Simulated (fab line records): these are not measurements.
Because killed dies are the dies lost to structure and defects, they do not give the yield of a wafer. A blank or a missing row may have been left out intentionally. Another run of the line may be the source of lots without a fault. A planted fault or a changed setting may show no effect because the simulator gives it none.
A lot that was struck, set against a sound lot ; flow sky130 ; 21 out of 708 route steps
Sound: wafers L986.1, L986.5, L986.6. Struck: wafer L991.6. (L991.4 of the same lot was not struck and is left out.) The cause comes at the end.
At each step with rows: each side's tool, then ch and its chambers, then its first start. Under that, the readings that differ: sound wafers ; struck wafers ; difference of the means ; sigmas: that difference in standard deviations of wafers without a fault.
alike: a reading whose means differ by less than 2 such deviations, as well as words and numbers matching on both sides. not compared: withheld readings; readings where some wafer has no value; bounds like >300 that might hide an equal value; numbers whose values overlap and for which the record gives no deviation.
The two part at a step that has a row with sigmas, a row that says differs or no value, or rows on one side only. Numbers that don't overlap but have no deviation are shown without sigmas and don't part them. A reading that every wafer of one side lacks parts them only if that side has two wafers or more.

first, 1 step without rows for these wafers: SKY_RES_XHIGH_IMPLANT_07.
SKY_RES_XHIGH_STRIP_08: strips in O2/N2.
  sound on plasma_asher-03 ch 0,1, day 28 01:13; struck on plasma_asher-02 ch 0, day 29 17:08
  alike: drypump_motor_current_A, oes_product_au, strip_time_to_endpoint_s
  not compared: rf_hours_counter_h
SKY_RES_XHIGH_TW_MEAS_09:
  sound on film_metro-02 at day 28 01:19; struck on film_metro-01 at day 29 17:14
  alike: RES_XHIGH_TW
then, 7 steps without rows for these wafers: SKY_SD_N_DEHYDRATE_00 (time 60 s); SKY_SD_N_HMDS_01 (prime time 60 s); SKY_SD_N_COAT_02 (resist thk 1140 nm); SKY_SD_N_SOFTBAKE_03 (time 60 s); SKY_SD_N_EXPOSE_04 (exposes mask NSDM, target cd 380 nm); SKY_SD_N_PEB_05; SKY_SD_N_DEVELOP_06 (develop time 60 s).
SKY_SD_N_CD_MEAS_07: the cd target is 380 nm.
  sound on cd_sem-02 at day 29 05:50; struck on cd_sem-01 at day 30 21:08
reading;sound;struck;difference;sigmas
cd_nm (nm);383.8 384.2 383.9;375.5;-8.5;-4
SKY_SD_N_OVL_MEAS_08:
  sound on overlay-02 at day 29 05:58; struck on overlay-01 at day 30 21:13
  alike: SD_N_OVL
SKY_SD_N_IMPLANT_09:
  sound on implanter-03 ch 0, day 29 06:00; struck on implanter-02 ch 0, day 30 21:18
  alike: tilt_deg
after that, 1 step had no rows for these wafers: SKY_SD_N_IMPLANT_10.
SKY_SD_N_STRIP_11: strips in O2/N2.
  sound on plasma_asher-03 ch 0,1, day 29 06:18; struck on plasma_asher-01 ch 0, day 30 21:34
reading;sound;struck;difference;sigmas
drypump_motor_current_A (A);6.5 6.3 6.5;5.2;-1.2;-2
oes_product_au (a.u.);0.523 0.527 0.532;0.537;+0.010;+2
strip_time_to_endpoint_s (s);22.57 22.57 22.53;22.06;-0.50;-11
  not compared: rf_hours_counter_h
SKY_SD_N_TW_MEAS_12:
  sound on film_metro-01 at day 29 06:24; struck on film_metro-01 at day 30 21:40
  alike: SD_N_TW
then, 1 step without rows for these wafers: SKY_SD_N_CLEAN_13 (cleans in SC1/SC2, time 150 s).
SKY_SD_N_RTA_14: time 2 s.
  sound on rtp_anneal-01 ch 0, day 29 06:31; struck on rtp_anneal-02 ch 0, day 30 21:46
reading;sound;struck;difference;sigmas
wafer_temp_C_max;1080.3 1078.1 1079.9;1076.3;-3.1;-2
  alike: lamp_power_pct, ramp_down_c_per_s
SKY_SD_N_RS_MEAS_16: the measuring method here is four-point-probe.
  sound on film_metro-02 at day 29 06:41; struck on film_metro-01 at day 30 22:20
reading;sound;struck;difference;sigmas
SD_N_RS (ohm/sq);68.46 68.61 68.58;70.34;+1.79;+15
  not compared: hold
SKY_SD_N_RS_MEAS_17: the measuring method here is four-point-probe.
  sound on film_metro-02 at day 29 06:48; struck on film_metro-01 at day 31 00:19
reading;sound;struck;difference;sigmas
hold;- - -;await_dispo/1.9h/release;no value on the sound wafers;
  alike: SD_P_RS
-- record jumps: 17 days separate the struck wafers' starts on either side; left off in module SD_N, taken up again in module PAD_OPEN, whose first shown step is the route's number 708 --
SKY_PAD_OPEN_PROBE_99:
  sound on prober-02 at day 46 21:31; struck on prober-02 at day 48 02:32
reading;sound;struck;difference;sigmas
model.etest.res_ndiff.line_ohm_um;779.6 782.7 771.6;806.4;+28.4;
model.etest.res_ndiff_hv.rs_ohm_sq;114 112.3 113.8;119.2;+5.8;
model.etest.res_ndiff.rs_ohm_sq;120.1 119.5 119.3;125.3;+5.7;
  alike: killed_at_M0_to_M3, killed_at_M4_up, killed_at_contacts, killed_at_front_end, killed_at_other, killed_dies, killed_open, killed_short

WHERE THEY PART
Earliest at SKY_SD_N_CD_MEAS_07; latest, in this record, at SKY_SD_N_RS_MEAS_17. Later steps at which nothing parts them and some readings are alike: SKY_PAD_OPEN_PROBE_99.

WHY: whatever the simulator had introduced
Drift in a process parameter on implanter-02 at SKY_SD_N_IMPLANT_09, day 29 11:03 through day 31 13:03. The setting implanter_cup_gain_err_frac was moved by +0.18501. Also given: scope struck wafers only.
